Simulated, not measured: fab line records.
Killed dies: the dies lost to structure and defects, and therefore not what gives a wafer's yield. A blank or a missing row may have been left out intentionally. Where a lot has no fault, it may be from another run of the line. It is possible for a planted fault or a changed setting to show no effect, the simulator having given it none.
Matching of chambers | flow sky130 | SKY_PASSIVATION_CVD_02 on pecvd-02 has 3 sister chambers
The step deposits Si3N4, target thk 540 nm. 6 wafers are shown with their chamber, then 9 later ones without.

## WAFERS PAIRED WITH THEIR CHAMBERS
wafer  | chamber | heater_power_w (W) | rf_fwd_power_W (W)
L083.1 | 1       | 814                | 449.5
L083.2 | 0       | 760                | 447.9
L083.6 | 2       | 660                | 448.5
L082.2 | 2       | 553                | 449.4
L082.4 | 0       | 680                | 451.6
L082.5 | 1       | 742                | 447.6

## WAFERS WHOSE CHAMBER IS MISSING
wafer  | heater_power_w (W) | rf_fwd_power_W (W)
L084.1 | 678                | 449.2
L084.4 | 544                | 446.9
L084.5 | 713                | 451.2
L085.1 | 574                | 449.5
L085.4 | 795                | 449.8
L085.5 | 837                | 448.9
L095.1 | 606                | 448.7
L095.2 | 706                | 449.3
L095.6 | 842                | 450.0

## EACH ONE'S CHAMBER
wafer  | from the rows above          | in truth
L084.1 | can't be placed: 0 or 2 or 1 | 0
L084.4 | can't be placed: 2 or 0      | 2
L084.5 | can't be placed: 0 or 1 or 2 | 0
L085.1 | can't be placed: 2 or 0      | 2
L085.4 | can't be placed: 1 or 0      | 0
L085.5 | can't be placed: 1 or 0      | 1
L095.1 | can't be placed: 2 or 0      | 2
L095.2 | can't be placed: 0 or 1 or 2 | 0
L095.6 | can't be placed: 1 or 0      | 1
Correctly placed: 0 of 9. Can't be placed from these rows: 9 (the true chamber is among the candidates in 9). Placed wrongly: 0.
How it was worked out, from the rows above alone: a wafer's distance from a chamber is the root of the sum, over the readings, of the square of ((its reading less the chamber's mean) divided by the reading's scatter). The wafer belongs to the nearest chamber; if the next one is less than 2 further off, it can't be placed. For every chamber, the mean is computed from those of its wafers that are shown. How the scatter is found: for the shown wafers, subtract from each reading the mean of its chamber, square and add these, divide the total by (wafers less chambers), then take the root.
